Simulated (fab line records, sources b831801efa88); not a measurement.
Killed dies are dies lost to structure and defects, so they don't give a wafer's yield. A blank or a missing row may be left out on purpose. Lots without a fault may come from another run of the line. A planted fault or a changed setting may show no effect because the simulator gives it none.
Chamber matching | flow sky130 | SKY_CONTACT_CMP_27 on cmp-01: 4 sister chambers
The step polishes, stops on SiO2, t overpolish 15 s, target thk 0 nm. 14 wafers are shown with their chamber, then 6 later ones without.

WAFERS WITH THEIR CHAMBER
wafer  | chamber | time_to_endpoint_s (s) | motor_current_A (A)
L441.1 | 3       | 89                     | 12.8
L441.4 | 0       | 81                     | 12.2
L441.6 | 0       | 80                     | 10.9
L443.3 | 3       | 86                     | 11.6
L443.5 | 3       | 86                     | 12.4
L443.6 | 0       | 80                     | 11.1
L446.2 | 1       | 85                     | 11.8
L446.3 | 3       | 86                     | 11.8
L446.4 | 0       | 75                     | 11.9
L448.3 | 0       | 76                     | 11.3
L448.4 | 3       | 86                     | 12.7
L448.5 | 2       | 85                     | 12.9
L449.1 | 3       | 85                     | 12.2
L449.4 | 0       | 79                     | 11.2

SIGNATURES (means of the wafers above)
reading            | chamber 0 | chamber 1 | chamber 2 | chamber 3 | scatter within a chamber
time_to_endpoint_s | 78.50     | 85.00     | 85.00     | 86.33     | 1.97
motor_current_A    | 11.433    | 11.800    | 12.900    | 12.250    | 0.493
Rule: a wafer's distance from a chamber is the root of the sum, over the readings, of the square of ((its reading less the chamber's mean) divided by the reading's scatter). The wafer belongs to the nearest chamber; if the next one is less than 2 further off, it can't be placed. The scatter: the root of (the sum of the squares of (reading less its chamber's mean) over the shown wafers, divided by (wafers less chambers)).

WAFERS WITHOUT THEIR CHAMBER
wafer  | time_to_endpoint_s (s) | motor_current_A (A)
L449.5 | 84                     | 11.7
L453.1 | 77                     | 12.7
L453.4 | 76                     | 11.7
L453.6 | 83                     | 12.8
L455.2 | 85                     | 12.5
L455.3 | 84                     | 11.4

WHICH CHAMBER EACH WENT THROUGH
wafer  | from the rows above          | in truth
L449.5 | can't be placed: 1 or 3 or 2 | 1
L453.1 | can't be placed: 0 or 2 or 1 | 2
L453.4 | 0                            | 0
L453.6 | can't be placed: 2 or 3 or 1 | 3
L455.2 | can't be placed: 2 or 3 or 1 | 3
L455.3 | can't be placed: 1 or 3 or 0 | 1
Placed correctly: 1 of 6. Can't be placed from these rows: 5 (the true chamber is among the candidates in 5). Placed wrongly: 0.
